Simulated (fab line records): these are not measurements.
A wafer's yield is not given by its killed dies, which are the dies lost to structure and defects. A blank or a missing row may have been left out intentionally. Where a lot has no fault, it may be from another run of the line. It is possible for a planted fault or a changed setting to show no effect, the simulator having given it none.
A struck lot beside a sound one	flow sky130	15 out of 708 route steps
Sound: wafers L155.1, L155.2, L155.6. The struck wafers were L161.1, L161.4, L161.6. The cause is given at the end.
Order at every step that has rows: each side's tool, ch and its chambers, its first start. Under that, the readings that differ: sound wafers	struck wafers	difference of the means	sigmas: that difference in standard deviations of wafers without a fault.
alike: a reading whose means differ by less than 2 such deviations, as well as words and numbers matching on both sides. not compared: withheld readings; readings where some wafer has no value; bounds like >300 that might hide an equal value; numbers whose values overlap and for which the record gives no deviation.
The two part at a step that has a row with sigmas, a row that says differs or no value, or rows on one side only. Numbers that don't overlap but have no deviation are shown without sigmas and don't part them. A reading missing from all wafers of one side parts the sides only when that side holds two or more wafers.

first, 1 step without rows for these wafers: SKY_POLY_GATE_OXIDATION_20 (stabilise 600 s, purge 300 s, target thk 4 nm).
SKY_POLY_GATE_THK_MEAS_21:
  struck on film metro-02, day 22 14:25; sound on film metro-04, day 20 17:26
  alike: POLY_GATE_OXIDATION_THK
SKY_POLY_GATE_CD_MEAS_22:
  struck on cd sem-02, day 22 14:28; sound on cd sem-02, day 20 17:29
  alike: cd nm
then, 7 steps without rows for these wafers: SKY_LDD_N_DEHYDRATE_00 (time 60 s); SKY_LDD_N_HMDS_01 (prime time 60 s); SKY_LDD_N_COAT_02 (resist thk 300 nm); SKY_LDD_N_SOFTBAKE_03 (time 60 s); SKY_LDD_N_EXPOSE_04 (exposes mask NTM, target cd 840 nm); SKY_LDD_N_PEB_05; SKY_LDD_N_DEVELOP_06 (develop time 60 s).
SKY_LDD_N_OVL_MEAS_07:
  struck on overlay-02, day 23 20:50; sound on overlay-01, day 22 00:32
  alike: LDD_N_OVL
after that, 1 step had no rows for these wafers: SKY_LDD_N_IMPLANT_08.
SKY_LDD_N_IMPLANT_09:
  sound on implanter-03 ch 0, day 22 00:43; struck on implanter-03 ch 0, day 23 21:01
reading	sound	struck	difference	sigmas
beam energy keV	19.990 19.997 19.992	16.965 16.959 16.963	-3.031	-99 or more
beam on s (s)	10.01 10.13 10.02	12.01 11.79 11.67	+1.77	+9
faraday current uA	424 418 423	351 357 363	-65	-8
model.implant.rp nm (nm)	15.36 15.36 15.36	14.01 14.01 14.01	-1.35	
model.implant.drp nm (nm)	7.212 7.212 7.212	6.446 6.446 6.446	-0.766	
after that, 1 step had no rows for these wafers: SKY_LDD_N_IMPLANT_10.
-- record jumps: 26 days separate the struck wafers' starts on either side; left off in module LDD_N, taken up again in module PAD_OPEN, whose first shown step is the route's number 708 --
SKY_PAD_OPEN_PROBE_99:
  struck on prober-01, day 49 10:59; sound on prober-01, day 48 10:53
reading	sound	struck	difference	sigmas
model.etest.tip n.rs ohm sq	439.7 443.4 443.5	454.9 454 456.5	+12.9	
  alike: killed_at_M0_to_M3, killed_at_M4_up, killed at contacts, killed at front end, killed at other, killed dies, killed open, killed short

== WHERE THEY PART ==
Within this record, at SKY_LDD_N_IMPLANT_09 only. Later steps at which nothing parts them and some readings are alike: SKY_PAD_OPEN_PROBE_99.

WHY: what had been put in by the simulator
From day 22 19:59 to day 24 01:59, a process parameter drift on implanter-03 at SKY_LDD_N_IMPLANT_09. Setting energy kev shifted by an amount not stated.
